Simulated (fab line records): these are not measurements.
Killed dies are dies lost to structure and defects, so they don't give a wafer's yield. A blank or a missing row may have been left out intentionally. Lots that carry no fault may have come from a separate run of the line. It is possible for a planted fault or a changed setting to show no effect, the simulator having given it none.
8D (eight disciplines) problem report, filled in by code    flow gf180mcu    the parts of the form that need people (team, actions taken, sign-off) are left out

## 1. WHAT WENT WRONG
Across 2 wafers from 2 lots, V2_CVD_02_THK at GF_V2_THK_MEAS_03 averages 272 nm, while fault-free wafers read 850 nm with a standard deviation of 11. Measured from the usual mean, that is -53 standard deviations.
First seen on wafer L816.1, day 22 03:18, on film_metro-04. At this step, 42 wafers from 14 lots have a number in the record. By rule, "out" or "out of limits" means more than 4 standard deviations away from the usual mean. Any other wafer with a number is counted as sound.

## 2. WHAT THIS IS AND IS NOT
question                     is                 is not
which readings at this step  V2_CVD_02_THK      -
which lots                   L816, L817         L809, L810, L811, L812, L824, L826, L827, L828, L829, L830, L831, L832
which wafers of those lots   L816.1, L817.3     L816.2, L816.6, L817.5, L817.6
read on which gauges         film_metro-04      film_metro-01, film_metro-02
when                         from day 22 03:18  up to then (14 sound wafers); but 26 sound wafers of L817, L824, L826, L827, L828, L829, L830, L831, L832 came after

## 3. WHAT RULES OUT EACH SUSPECT
Counting: if a tool at a process step up to the reading ran every lot that is out, it stays a suspect. Sound lots after the first of them don't rule it out here, since some wafers of a struck lot are sound.
- the gauge at GF_V2_THK_MEAS_03: ruled out. All the wafers that are out were read on film_metro-04, but those of them that GF_V2_CMP_04 has rows for are out there too, on other tools.
- plasma_asher-03 at GF_V1_STRIP_18 (strips in O2/N2): kept. It processed each lot that is out (first: L816, day 21 01:03); up to then, its last sound lot is L811 (day 19 10:47).
- pecvd-02 at GF_V2_CVD_02 (deposits SiO2 from TEOS, target thk 850 nm, time 94.851 s): kept. It processed each lot that is out (first: L816, day 22 03:14); up to then, its last sound lot is L810 (day 19 16:49).
After counting, plasma_asher-03 at GF_V1_STRIP_18 and pecvd-02 at GF_V2_CVD_02 remain.

## 4. THE CAUSE (what the simulator had put in)
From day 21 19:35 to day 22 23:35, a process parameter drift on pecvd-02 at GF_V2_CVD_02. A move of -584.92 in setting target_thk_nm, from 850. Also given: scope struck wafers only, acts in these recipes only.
Counting leaves 2 suspects; this tool is one of them.

## 5. THE EFFECT CHAIN, in route order
Each row: a reading whose mean over the struck wafers that have a number lies more than 3 standard deviations from the usual. Readings are gone through only where the record gives a usual standard deviation; hours: the median, over the lots, of the time from a lot's start at the first step in this table giving one to that lot's start at this step; sigmas: the change measured in usual standard deviations.
hours  step               reading             usual       on struck wafers  change  sigmas
0      GF_V2_THK_MEAS_03  V2_CVD_02_THK       850 nm      272               -578    -53
6      GF_V2_CMP_04       time_to_endpoint_s  82 s        12                -70     -14
-      GF_V2_ETCH_17      oes_product_au      0.856 a.u.  0.581             -0.275  -60
Its process steps:
- GF_V2_CMP_04: polishes SiO2.
- GF_V2_ETCH_17: etches SiO2 in C4F8/O2/Ar, stops on TiN, target depth 630 nm.

## 6. HOW IT WOULD HAVE BEEN CAUGHT EARLIER
In this record the first reading out of limits at a measuring or inspecting step was taken at day 22 03:18, 8 hours after the fault began at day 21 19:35.
Of the tool readings at GF_V2_CVD_02 for which the record gives a usual standard deviation, none was out on any struck wafer, so an alarm limit of 4 standard deviations on them would not have fired.
Lots out: 2; of these, L817 started GF_V2_CVD_02 on pecvd-02 after day 22 03:18. It would have been spared by a hold on the tool at that moment.
